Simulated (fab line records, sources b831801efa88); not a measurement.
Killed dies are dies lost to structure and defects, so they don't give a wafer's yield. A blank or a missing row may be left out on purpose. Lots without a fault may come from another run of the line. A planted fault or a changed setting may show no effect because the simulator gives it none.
Chamber matching | flow sky130 | SKY_VIA3_HDPCVD_00 on hdpcvd-02: 3 sister chambers
The step deposits SiO2, target thk 1635 nm, time 272.5 s. 6 wafers are shown with their chamber, then 7 later ones without.

WAFERS WITH THEIR CHAMBER
wafer  | chamber | run_length_s (s)
L795.3 | 2       | 301.5
L796.1 | 0       | 299.6
L796.2 | 2       | 301.4
L796.4 | 1       | 300.2
L802.2 | 1       | 299.9
L802.5 | 0       | 299.5

WAFERS WITHOUT THEIR CHAMBER
wafer  | run_length_s (s)
L802.6 | 301.8
L804.1 | 301.4
L804.3 | 300.0
L804.5 | 301.4
L808.1 | 300.0
L808.4 | 302.2
L808.6 | 299.6

WHICH CHAMBER EACH WENT THROUGH
wafer  | from the rows above | in truth
L802.6 | 2                   | 2
L804.1 | 2                   | 2
L804.3 | 1                   | 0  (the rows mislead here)
L804.5 | 2                   | 2
L808.1 | 1                   | 1
L808.4 | 2                   | 2
L808.6 | 0                   | 0
Placed correctly: 6 of 7. Can't be placed from these rows: 0. Placed wrongly: 1.
How it was worked out, from the rows above alone: a wafer's distance from a chamber is the root of the sum, over the readings, of the square of ((its reading less the chamber's mean) divided by the reading's scatter). The wafer belongs to the nearest chamber; if the next one is less than 2 further off, it can't be placed. A chamber's mean is the mean of its shown wafers. The scatter: the root of (the sum of the squares of (reading less its chamber's mean) over the shown wafers, divided by (wafers less chambers)).
